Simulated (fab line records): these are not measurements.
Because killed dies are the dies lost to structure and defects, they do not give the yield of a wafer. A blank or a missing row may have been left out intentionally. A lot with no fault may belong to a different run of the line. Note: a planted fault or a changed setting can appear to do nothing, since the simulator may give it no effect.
fab line records	flow sky130
[record] lots = 6	wafers = 18	last_day = 49
route steps=708 shown LI_CONTACT@374 PAD_OPEN@708
lots untouched by any fault: they come from a run of this same line in which no faults occurred
start_h: hours from the record's opening day to when the first of the lot's shown wafers began	wait_h: how many hours have passed since the lot's step before this one	" unchanged from the row above	L1.1+2: one row covering several wafers at once	- value missing, or start not given	* or withheld: withheld	< > ~ a bound
route shown NAME@n: a module of which the file shows steps, and the number in the route of the first	usual: mean and standard deviation over wafers with no fault	same: alike in all rows	chamber/n: place in a boat	sites: readings site by site	_std_site: standard deviation of those values	_edge_site: the outer-site mean with the inner-site mean subtracted	radius_mm: how far each site lies from the wafer's centre	mask NAME#n: copy n	behind: tool/chamber where the wafer was last shaped	hold: what put the lot on hold/how long, in hours/how the hold closed	device: the transistor (n, p or np) that didn't switch	end of line: the route-end tests of the same wafers	a step without rows: its recipe alone	killed: at the first sort, the dies lost to defects and structure; wafer yield is something else	map: a wafer's dies, marking killed ones x, the rest . and places with no die _
set.NAME: the run value of the setting; set.NAME@STEP: its run value at that earlier step	model.NAME: the simulator's own value behind a step, which no gauge read
lots at some steps of the route; a table a step, a row a wafer
services: the hour from which a tool's chamber was out of use, counted from the record's first day as start_h (under 0 if before that day), plus the number of hours and why
[[steps]]
[step SKY_LI_CONTACT_CD_MEAS_12]
[recipe] target_cd_nm = 170
[usual] cd_nm = 169.7/1.3
lot.wafer	tool	chamber	start_h	wait_h	cd_nm
L365.2	cd_sem-02	-	695.93	-	170.2
L365.5	"	-	"	"	168.8
L365.6	"	-	"	"	170.0
L371.1	cd_sem-01	-	742.91	-	171.0
L371.2	"	-	"	"	172.5
L371.5	"	-	"	"	170.9
L373.4	cd_sem-02	-	747.07	-	169.8
L373.5	"	-	"	"	170.1
L373.6	"	-	"	"	170.7
L377.1	cd_sem-02	-	779.96	-	169.4
L377.3	"	-	"	"	170.8
L377.5	"	-	"	"	170.8
L375.1	cd_sem-02	-	785.81	-	169.4
L375.2	"	-	"	"	167.8
L375.3	"	-	"	"	168.9
L383.3	cd_sem-01	-	827.12	-	168.0
L383.5	"	-	"	"	168.0
L383.6	"	-	"	"	165.8
[step SKY_LI_CONTACT_OVL_MEAS_13]
[usual] LI_CONTACT_OVL = 5/5.4
lot.wafer	tool	chamber	start_h	wait_h	LI_CONTACT_OVL[nm]
L365.2	overlay-02	-	696.03	0.1	1
L365.5	"	-	"	"	-5
L365.6	"	-	"	"	-10
L371.1	overlay-02	-	743.03	0.1	4
L371.2	"	-	"	"	3
L371.5	"	-	"	"	4
L373.4	overlay-01	-	747.15	0.1	-3
L373.5	"	-	"	"	1
L373.6	"	-	"	"	5
L377.1	overlay-01	-	780.08	0.1	6
L377.3	"	-	"	"	3
L377.5	"	-	"	"	6
L375.1	overlay-01	-	785.93	0.1	10
L375.2	"	-	"	"	9
L375.3	"	-	"	"	18
L383.3	overlay-02	-	827.21	0.1	11
L383.5	"	-	"	"	8
L383.6	"	-	"	"	4
[step SKY_LI_CONTACT_ETCH_14]
[recipe] chemistry = N2/H2	target = BARC	ion_energy_ev = 200	source_w = 500	bias_w = 100	pressure_mtorr = 30	n2_flow_sccm = 100	h2_flow_sccm = 200	stop_on = SiO2	time_s = 45.9	target_depth_a = 600
[usual] drypump_motor_current_A = 5.7/0.34	h2_flow_sccm = 200.0/0.54	n2_flow_sccm = 100.0/0.3	oes_product_au = 0.855/0.0051	throttle_valve_pct = 13.225/0.0095
lot.wafer	tool	chamber	start_h	wait_h	drypump_motor_current_A	h2_flow_sccm	n2_flow_sccm	oes_product_au	rf_hours_counter_h	throttle_valve_pct
L365.2	rie_diel-04	3	696.06	0.0	6.3	199.9	99.7	0.861	7	13.214
L365.5	"	3	"	"	6.4	200.6	99.9	0.855	-	13.239
L365.6	"	0	"	"	6.0	199.0	99.9	0.858	-	13.223
L371.1	rie_diel-04	0	743.06	0.0	6.0	200.3	99.9	0.850	38	13.233
L371.2	"	3	"	"	6.4	199.5	100.1	0.857	9	13.242
L371.5	"	0	"	"	6.0	199.5	99.6	0.857	-	13.245
L373.4	rie_diel-02	3	747.16	0.0	6.0	199.4	100.0	0.854	1	13.206
L373.5	"	3	"	"	5.9	200.0	99.9	0.855	-	13.223
L373.6	"	0	"	"	5.2	200.5	100.0	0.855	-	13.224
L377.1	rie_diel-01	0	780.12	0.0	5.5	200.2	99.6	0.850	21	13.208
L377.3	"	1	"	"	5.5	200.6	100.7	0.855	11	13.215
L377.5	"	0	"	"	5.5	200.3	100.3	0.859	-	13.230
L375.1	rie_diel-02	3	785.96	0.0	6.0	200.6	99.8	0.857	2	13.247
L375.2	"	1	"	"	5.9	200.6	100.2	0.850	2	13.228
L375.3	"	2	"	"	6.2	200.0	100.3	0.850	6	13.220
L383.3	rie_diel-01	3	827.23	0.0	5.6	199.9	99.2	0.854	10	13.210
L383.5	"	1	"	"	5.5	200.0	99.7	0.858	-	13.228
L383.6	"	3	"	"	5.6	199.6	99.6	0.852	-	13.232
[step SKY_LI_CONTACT_ETCH_15]
[recipe] target = PSG	chemistry = C4F8/O2/Ar	stop_on = Si	taper_deg = 4.15	mask_material = KrF-thick	source_w = 1500	bias_w = 1200	pressure_mtorr = 40	c4f8_flow_sccm = withheld	O2_flow_sccm = 6	Ar_flow_sccm = 300	time_s = withheld	target_depth_a = 6000
[usual] oes_product_au = 0.838/0.0045
lot.wafer	tool	chamber	start_h	wait_h	oes_product_au
L365.2	rie_diel-04	3	696.11	0.0	0.839
L365.5	"	3	"	"	0.848
L365.6	"	0	"	"	0.843
L371.1	rie_diel-04	0	743.11	0.0	0.842
L371.2	"	3	"	"	0.842
L371.5	"	0	"	"	0.836
L373.4	rie_diel-02	3	747.21	0.0	0.836
L373.5	"	3	"	"	0.844
L373.6	"	0	"	"	0.834
L377.1	rie_diel-01	0	780.16	0.0	0.836
L377.3	"	1	"	"	0.837
L377.5	"	0	"	"	0.835
L375.1	rie_diel-02	3	786.01	0.0	0.837
L375.2	"	1	"	"	0.835
L375.3	"	2	"	"	0.838
L383.3	rie_diel-01	3	827.27	0.0	0.838
L383.5	"	1	"	"	0.839
L383.6	"	3	"	"	0.837
[step SKY_LI_CONTACT_STRIP_16]
[recipe] chemistry = O2/N2	power_w = 1400	pressure_mtorr = 1500	platen_temp_c = withheld	o2_flow_sccm = 3000	n2_flow_sccm = 300	overash_fraction = 0.5
[usual] drypump_motor_current_A = 5.3/0.36	n2_flow_sccm = 300.0/0.92	oes_product_au = 0.376/0.0046	strip_time_to_endpoint_s = 3.501/0.024
lot.wafer	tool	chamber	start_h	wait_h	drypump_motor_current_A	n2_flow_sccm	oes_product_au	rf_hours_counter_h	strip_time_to_endpoint_s
L365.2	plasma_asher-02	1	696.19	-	5.7	301.5	0.378	89	3.485
L365.5	"	1	"	"	5.7	300.7	0.369	-	3.490
L365.6	"	0	"	"	4.9	298.7	0.381	-	3.491
L371.1	plasma_asher-01	0	743.19	-	5.1	300.6	0.378	32	3.491
L371.2	"	1	"	"	5.0	299.9	0.377	32	3.537
L371.5	"	1	"	"	5.0	298.9	0.381	-	3.527
L373.4	plasma_asher-03	1	747.32	-	5.3	299.8	0.377	-	3.505
L373.5	"	1	"	"	5.3	300.0	0.382	-	3.495
L373.6	"	0	"	"	6.1	300.6	0.374	-	3.509
L377.1	plasma_asher-02	0	780.25	-	5.0	300.3	0.382	98	3.524
L377.3	"	0	"	"	4.9	300.4	0.376	-	3.525
L377.5	"	1	"	"	5.7	299.3	0.373	-	3.517
L375.1	plasma_asher-02	1	786.09	-	5.7	300.7	0.379	98	3.488
L375.2	"	0	"	"	4.9	299.2	0.369	98	3.489
L375.3	"	1	"	"	5.7	298.0	0.366	-	3.484
L383.3	plasma_asher-01	0	827.39	-	5.1	299.8	0.376	-	3.506
L383.5	"	0	"	"	5.1	299.5	0.375	-	3.478
L383.6	"	1	"	"	5.0	300.2	0.376	-	3.526
[step SKY_LI_CONTACT_CLEAN_17]
[recipe] chemistry = NMP	time_s = 600	temp_c = 60	dry = n2_spin
[step SKY_LI_CONTACT_PRE_CLEAN_18]
[recipe] gas = Ar	time_s = 5.6	bias_v = 358
[step SKY_LI_CONTACT_SPUTTER_19]
[recipe] material = Ti	target_thk_nm = 20	chamber_pressure_pa = 5	power_w = 2500	substrate_temp_c = 200	time_s = 106.37
[usual] chamber_pressure_pa = 4.998/0.011	throttle_valve_pct = 29.8/0.88
lot.wafer	tool	chamber	start_h	wait_h	chamber_pressure_pa	throttle_valve_pct
L365.2	pvd_sputter-04	-	696.49	0.0	4.998	31.2
L365.5	"	-	"	"	4.991	29.7
L365.6	"	-	"	"	5.004	30.8
L371.1	pvd_sputter-02	-	743.49	0.0	5.004	29.4
L371.2	"	-	"	"	5.014	29.8
L371.5	"	-	"	"	5.002	28.5
L373.4	pvd_sputter-04	-	747.60	0.0	4.998	30.5
L373.5	"	-	"	"	5.022	31.3
L373.6	"	-	"	"	4.998	30.3
L377.1	pvd_sputter-04	-	780.54	0.0	5.003	29.4
L377.3	"	-	"	"	4.995	28.7
L377.5	"	-	"	"	4.991	30.5
L375.1	pvd_sputter-04	-	786.40	0.0	4.993	30.8
L375.2	"	-	"	"	5.010	29.6
L375.3	"	-	"	"	4.993	31.3
L383.3	pvd_sputter-04	-	827.69	0.0	4.998	28.7
L383.5	"	-	"	"	4.984	28.5
L383.6	"	-	"	"	5.008	29.8
[step SKY_LI_CONTACT_SPUTTER_20]
[recipe] material = TiN	target_thk_nm = 20	chamber_pressure_pa = 5	power_w = 4000	time_s = 80
[step SKY_LI_CONTACT_CVD_21]
[recipe] material = W	target_thk_nm = 400	time_s = 120.56	temp_c = 400	pressure_torr = 40
[usual] heater_power_w = 980/89
lot.wafer	tool	chamber	start_h	wait_h	heater_power_w	since_wet_clean_h
L365.2	cvd_w-02	1	696.62	0.0	1006	293
L365.5	"	0	"	"	904	-
L365.6	"	1	"	"	992	-
L371.1	cvd_w-01	0	743.62	0.0	894	840
L371.2	"	1	"	"	1077	840
L371.5	"	1	"	"	1098	-
L373.4	cvd_w-02	1	747.78	0.1	982	-
L373.5	"	1	"	"	977	-
L373.6	"	0	"	"	916	-
L377.1	cvd_w-02	1	780.68	0.0	987	377
L377.3	"	1	"	"	957	-
L377.5	"	0	"	"	891	-
L375.1	cvd_w-01	1	786.54	0.0	1133	883
L375.2	"	0	"	"	902	883
L375.3	"	0	"	"	899	-
L383.3	cvd_w-01	1	827.87	0.1	1104	-
L383.5	"	0	"	"	917	-
L383.6	"	1	"	"	1103	-
[step SKY_LI_CONTACT_RS_MEAS_22]
[recipe] thk_meas_gauge = four-point-probe	reads = W_of_LI_CONTACT_CVD_21+TiN_of_LI_CONTACT_SPUTTER_20+Ti_of_LI_CONTACT_SPUTTER_19
[usual] LI_CONTACT_W_RS = 0.285/0.0032
lot.wafer	tool	chamber	start_h	wait_h	LI_CONTACT_W_RS[ohm/sq]
L365.2	film_metro-03	-	696.77	0.1	0.287
L365.5	"	-	"	"	0.284
L365.6	"	-	"	"	0.283
L371.1	film_metro-03	-	743.75	0.1	0.283
L371.2	"	-	"	"	0.286
L371.5	"	-	"	"	0.281
L373.4	film_metro-03	-	747.92	0.1	0.286
L373.5	"	-	"	"	0.289
L373.6	"	-	"	"	0.289
L377.1	film_metro-04	-	780.80	0.1	0.288
L377.3	"	-	"	"	0.286
L377.5	"	-	"	"	0.286
L375.1	film_metro-04	-	786.66	0.1	0.282
L375.2	"	-	"	"	0.280
L375.3	"	-	"	"	0.282
L383.3	film_metro-03	-	827.99	0.1	0.283
L383.5	"	-	"	"	0.279
L383.6	"	-	"	"	0.280
[step SKY_LI_CONTACT_THK_MEAS_23]
[recipe] thk_meas_gauge = xrf	reads = W_of_LI_CONTACT_CVD_21
[usual] LI_CONTACT_W_THK = 408/7.8
lot.wafer	tool	chamber	start_h	wait_h	LI_CONTACT_W_THK[nm]
L365.2	film_metro-03	-	696.88	0.1	399
L365.5	"	-	"	"	404
L365.6	"	-	"	"	405
L371.1	film_metro-03	-	743.87	0.1	402
L371.2	"	-	"	"	397
L371.5	"	-	"	"	400
L373.4	film_metro-03	-	748.01	0.1	400
L373.5	"	-	"	"	398
L373.6	"	-	"	"	395
L377.1	film_metro-04	-	780.92	0.1	407
L377.3	"	-	"	"	413
L377.5	"	-	"	"	412
L375.1	film_metro-04	-	786.78	0.1	416
L375.2	"	-	"	"	420
L375.3	"	-	"	"	417
L383.3	film_metro-03	-	828.09	0.1	404
L383.5	"	-	"	"	412
L383.6	"	-	"	"	410
[step SKY_LI_CONTACT_CMP_24]
[recipe] stop_on = PSG	t_overpolish_s = 20	down_force_psi = 3.5	platen_rpm = 60	target_thk_nm = 0	pad_velocity_m_s = 0.94248
[usual] edge_zone_pressure_frac = 1.000/0.005	head_pressure_psi = 3.500/0.0078	motor_current_A = 10.4/0.63	overpolish_run_s = 19.999/0.0098	platen_rpm = 60.00/0.034	slurry_filter_dp_kPa = 13.51/0.13	t_overpolish_s = 20/0	time_to_endpoint_s = 97/3.2
lot.wafer	tool	chamber	start_h	wait_h	edge_zone_pressure_frac	head_pressure_psi	motor_current_A	overpolish_run_s	platen_rpm	slurry_filter_dp_kPa	t_overpolish_s	time_to_endpoint_s	model.W_of_LI_CONTACT_CVD_21.thk_nm	model.PSG_of_LI_CONTACT_HDPCVD_00.thk_nm
L365.2	cmp-01	1	696.93	0.0	0.997	3.505	9.7	20.017	60.00	13.59	20	98	0	588.5
L365.6	"	1	"	"	0.998	3.502	9.2	19.991	60.02	13.11	20	100	0	587.9
L365.5	"	2	"	"	1.003	3.505	9.9	19.983	59.95	13.58	20	92	0	587.6
L371.1	cmp-02	0	743.98	0.1	0.995	3.523	9.1	19.999	60.03	13.60	20	97	0	587.2
L371.2	"	2	"	"	1.001	3.499	10.6	20.001	60.04	13.47	20	95	0	586.5
L371.5	"	0	"	"	1.001	3.500	9.5	20.009	60.03	13.76	20	101	0	586.6
L373.4	cmp-01	1	748.14	0.1	-	-	-	-	-	-	-	-	397.8	592.1
L373.5	"	3	"	"	-	-	-	-	-	-	-	-	394.4	592.3
L373.6	"	0	"	"	-	-	-	-	-	-	-	-	394.2	592.6
L377.1	cmp-01	2	780.98	0.1	-	-	-	-	-	-	-	-	395.5	593.1
L377.3	"	1	"	"	-	-	-	-	-	-	-	-	399.2	592.2
L377.5	"	3	"	"	-	-	-	-	-	-	-	-	398.7	593.6
L375.1	cmp-02	3	786.89	0.1	0.993	3.498	10.9	19.992	59.98	13.64	20	98	0	586.9
L375.2	"	0	"	"	1.006	3.487	9.8	20.010	60.04	13.49	20	102	0	585.8
L375.3	"	1	"	"	1.000	3.496	10.2	20.000	59.98	13.52	20	99	0	586.8
L383.3	cmp-01	1	828.28	0.2	0.998	3.506	9.9	20.004	59.94	13.67	20	98	0	588.7
L383.6	"	2	"	"	0.996	3.502	10.3	20.005	60.02	13.69	20	96	0	586.5
L383.5	"	3	"	"	0.999	3.501	11.2	19.990	60.02	13.64	20	97	0	587.5
[step SKY_PAD_OPEN_PROBE_99]
[usual] killed_at_M0_to_M3 = 44/7.3	killed_at_M4_up = 3.0/1.9	killed_at_contacts = 24/5	killed_at_front_end = 16/4.5	killed_at_other = 0.3/0.46	killed_dies = 87/10	killed_on_rim = 17/3.5	killed_open = 47/8.3	killed_short = 39/6.4
[same] gross_dies = 492	killed_at_back_side = 0
lot.wafer	tool	chamber	start_h	wait_h	killed_at_M0_to_M3	killed_at_M4_up	killed_at_contacts	killed_at_front_end	killed_at_other	killed_dies	killed_on_rim	killed_open	killed_short
L371.1	prober-01	-	1122.75	0.1	40	2	27	14	0	83	19	43	40
L371.2	prober-01	-	1122.80	0.1	45	2	21	13	1	82	18	35	47
L371.5	prober-01	-	1122.95	0.2	49	4	21	15	0	89	20	38	51
L373.4	prober-01	-	1127.25	0.2	54	5	404	29	0	492	96	58	50
L373.5	prober-01	-	1127.30	0.2	45	3	428	16	0	492	96	52	46
L373.6	prober-01	-	1127.35	0.2	50	1	420	21	0	492	96	62	32
L377.1	prober-02	-	1149.18	0.1	41	1	440	9	1	492	96	45	32
L377.3	prober-02	-	1149.28	0.2	47	4	428	13	0	492	96	61	35
L377.5	prober-02	-	1149.38	0.2	49	8	415	19	1	492	96	50	45
L375.1	prober-01	-	1154.62	0.1	45	2	24	15	0	86	10	55	31
L375.2	prober-01	-	1154.67	0.1	38	4	29	15	0	86	14	54	32
L375.3	prober-01	-	1154.72	0.2	30	3	23	11	0	67	12	34	33
// killed by level:class
L371.1 VIA3:geometric_particle:open=10 LI_CONTACT:geometric_particle:open=8 CONTACT:geometric_particle:open=8 VIA1:geometric_particle:short=7 VIA1:geometric_particle:open=7 POLY_GATE:geometric_particle:short=5 LOCAL_INTERCONNECT:geometric_particle:short=5 CONTACT:geometric_particle:short=5
L371.2 VIA1:geometric_particle:short=12 VIA1:geometric_particle:open=7 CONTACT:geometric_particle:open=7 METAL2:geometric_particle:short=7 FIELD_ISO:geometric_particle:short=5 LI_CONTACT:geometric_particle:open=5 CONTACT:geometric_particle:short=5 VIA2:geometric_particle:open=5
L371.5 VIA1:geometric_particle:open=9 METAL2:geometric_particle:short=8 CONTACT:geometric_particle:open=7 VIA2:geometric_particle:open=6 METAL1:geometric_particle:short=6 VIA1:geometric_particle:short=6 CONTACT:geometric_particle:short=5 METAL3:geometric_particle:short=5
L373.4 LI_CONTACT:area_cmp=384 VIA1:geometric_particle:open=11 FIELD_ISO:geometric_particle:open=9 METAL3:geometric_particle:short=9 LI_CONTACT:geometric_particle:open=8 POLY_GATE:geometric_particle:short=7 CONTACT:geometric_particle:open=7 METAL1:geometric_particle:short=6
L373.5 LI_CONTACT:area_cmp=394 CONTACT:geometric_particle:open=13 VIA1:geometric_particle:open=10 LI_CONTACT:geometric_particle:open=7 CONTACT:geometric_particle:short=7 VIA1:geometric_particle:short=7 VIA2:geometric_particle:open=6 FIELD_ISO:geometric_particle:short=5
L373.6 LI_CONTACT:area_cmp=398 VIA1:geometric_particle:open=11 CONTACT:geometric_particle:open=10 VIA2:geometric_particle:open=9 FIELD_ISO:geometric_particle:open=8 VIA3:geometric_particle:open=8 FIELD_ISO:geometric_particle:short=5 LI_CONTACT:geometric_particle:open=5
L377.1 LI_CONTACT:area_cmp=415 CONTACT:geometric_particle:open=13 LI_CONTACT:geometric_particle:open=8 VIA2:geometric_particle:open=7 VIA1:geometric_particle:open=6 VIA3:geometric_particle:open=6 METAL2:geometric_particle:short=6 FIELD_ISO:geometric_particle:short=4
L377.3 LI_CONTACT:area_cmp=396 CONTACT:geometric_particle:open=15 LI_CONTACT:geometric_particle:open=10 VIA2:geometric_particle:open=8 VIA1:geometric_particle:open=7 VIA3:geometric_particle:open=7 VIA1:geometric_particle:short=5 METAL1:geometric_particle:short=4
L377.5 LI_CONTACT:area_cmp=397 VIA1:geometric_particle:open=10 VIA1:geometric_particle:short=8 CONTACT:geometric_particle:open=8 VIA3:geometric_particle:open=7 POLY_GATE:geometric_particle:open=6 VIA2:geometric_particle:open=6 METAL4:geometric_particle:short=6
L375.1 CONTACT:geometric_particle:open=14 VIA3:geometric_particle:open=10 LI_CONTACT:geometric_particle:open=6 VIA3:geometric_particle:short=6 FIELD_ISO:geometric_particle:open=5 VIA2:geometric_particle:open=5 VIA2:geometric_particle:short=4 METAL1:geometric_particle:short=4
L375.2 CONTACT:geometric_particle:open=11 LI_CONTACT:geometric_particle:open=10 VIA1:geometric_particle:open=7 METAL2:geometric_particle:short=6 VIA1:geometric_particle:short=5 POLY_GATE:geometric_particle:open=4 METAL1:geometric_particle:short=4 VIA2:geometric_particle:open=4
L375.3 CONTACT:geometric_particle:open=7 METAL1:geometric_particle:short=7 CONTACT:geometric_particle:short=6 VIA1:geometric_particle:open=6 LI_CONTACT:geometric_particle:open=4 POLY_GATE:geometric_particle:open=3 POLY_GATE:geometric_particle:short=3 LI_CONTACT:geometric_particle:short=3
// map L373.4 (x killed, . not)
__________xxxxxxxxxx_________
________xxxxxxxxxxxxxx_______
______xxxxxxxxxxxxxxxxxx_____
_____xxxxxxxxxxxxxxxxxxxx____
____xxxxxxxxxxxxxxxxxxxxxx___
___xxxxxxxxxxxxxxxxxxxxxxxx__
__xxxxxxxxxxxxxxxxxxxxxxxxxx_
_xxxxxxxxxxxxxxxxxxxxxxxxxxxx
_xxxxxxxxxxxxxxxxxxxxxxxxxxxx
_xxxxxxxxxxxxxxxxxxxxxxxxxxxx
_xxxxxxxxxxxxxxxxxxxxxxxxxxxx
_xxxxxxxxxxxxxxxxxxxxxxxxxxxx
_xxxxxxxxxxxxxxxxxxxxxxxxxxxx
_xxxxxxxxxxxxxxxxxxxxxxxxxxxx
_xxxxxxxxxxxxxxxxxxxxxxxxxxxx
__xxxxxxxxxxxxxxxxxxxxxxxxxx_
___xxxxxxxxxxxxxxxxxxxxxxxx__
____xxxxxxxxxxxxxxxxxxxxxx___
_____xxxxxxxxxxxxxxxxxxxx____
______xxxxxxxxxxxxxxxxxx_____
________xxxxxxxxxxxxxx_______
__________xxxxxxxxxx_________
// map L377.1 (x killed, . not)
__________xxxxxxxxxx_________
________xxxxxxxxxxxxxx_______
______xxxxxxxxxxxxxxxxxx_____
_____xxxxxxxxxxxxxxxxxxxx____
____xxxxxxxxxxxxxxxxxxxxxx___
___xxxxxxxxxxxxxxxxxxxxxxxx__
__xxxxxxxxxxxxxxxxxxxxxxxxxx_
_xxxxxxxxxxxxxxxxxxxxxxxxxxxx
_xxxxxxxxxxxxxxxxxxxxxxxxxxxx
_xxxxxxxxxxxxxxxxxxxxxxxxxxxx
_xxxxxxxxxxxxxxxxxxxxxxxxxxxx
_xxxxxxxxxxxxxxxxxxxxxxxxxxxx
_xxxxxxxxxxxxxxxxxxxxxxxxxxxx
_xxxxxxxxxxxxxxxxxxxxxxxxxxxx
_xxxxxxxxxxxxxxxxxxxxxxxxxxxx
__xxxxxxxxxxxxxxxxxxxxxxxxxx_
___xxxxxxxxxxxxxxxxxxxxxxxx__
____xxxxxxxxxxxxxxxxxxxxxx___
_____xxxxxxxxxxxxxxxxxxxx____
______xxxxxxxxxxxxxxxxxx_____
________xxxxxxxxxxxxxx_______
__________xxxxxxxxxx_________
[[services]]
tool	chamber	start_h	hours	kind
pvd_sputter-04	-	673.79	5.4	repair
cmp-02	-	676.88	1.2	repair
rie_diel-04	2	692.42	13.0	repair
rie_diel-01	0	693.57	5.1	repair
cmp-01	-	709.21	8.1	repair
cmp-01	-	709.36	1.7	repair
plasma_asher-03	-	712.16	11.0	repair
rie_diel-04	1	715.31	-	clean
rie_diel-04	1	715.31	15.3	scheduled_down
cmp-02	-	717.50	4.7	pm
cvd_w-01	-	718.86	3.8	pm
plasma_asher-03	-	721.15	3.4	repair
plasma_asher-01	-	726.36	4.0	pm
cvd_w-02	0	731.14	2.9	repair
cmp-01	-	731.16	2.5	repair
plasma_asher-03	-	733.75	9.0	pm
rie_diel-01	2	737.54	132.0	repair
cmp-02	-	744.23	4.0	pm
cvd_w-02	0	758.07	6.3	repair
rie_diel-04	-	760.11	58.9	repair
pvd_sputter-02	-	766.11	1.9	repair
plasma_asher-03	-	798.01	4.9	repair
plasma_asher-01	-	800.89	0.4	repair
rie_diel-04	1	812.84	7.1	repair
[[key]]
[first_sign] step = SKY_LI_CONTACT_CMP_24	reading = tool_record	direction = missing
[effect] step = SKY_PAD_OPEN_PROBE_99	reading = killed_at_contacts	direction = up	sigmas = 80	usual = 24	struck = 422
[model_effect] step = SKY_LI_CONTACT_CMP_24	value = W_of_LI_CONTACT_CVD_21.thk_nm	without = 0	struck = 396.6
[more_kills_born_at] SKY_LI_CONTACT_CMP_24@cmp-01 = 2379
met_at SKY_LI_CONTACT_CMP_24
struck_wafers L373.4,L373.5,L373.6,L377.1,L377.3,L377.5
later_rows_left_out L373.4,L373.5,L373.6,L377.1,L377.3,L377.5
tester_left_out L373,L377
onset_between 696.93 748.14
[fault] kind = skipped_step_whole	tool = cmp-01	chamber = -	onset_h = 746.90	steps = SKY_LI_CONTACT_CMP_24	scope = struck_lots_only
// tester_left_out: of these lots the tester's yield and bins aren't shown, on N5 and GAA mostly nor the transistor test; their killed dies are dies lost to structure and defects alone, not to doping, threshold or leakage, so they don't give the yield
// later_rows_left_out: the simulator's readings of these wafers behind a module that went badly wrong aren't trusted and aren't shown, but for the sort
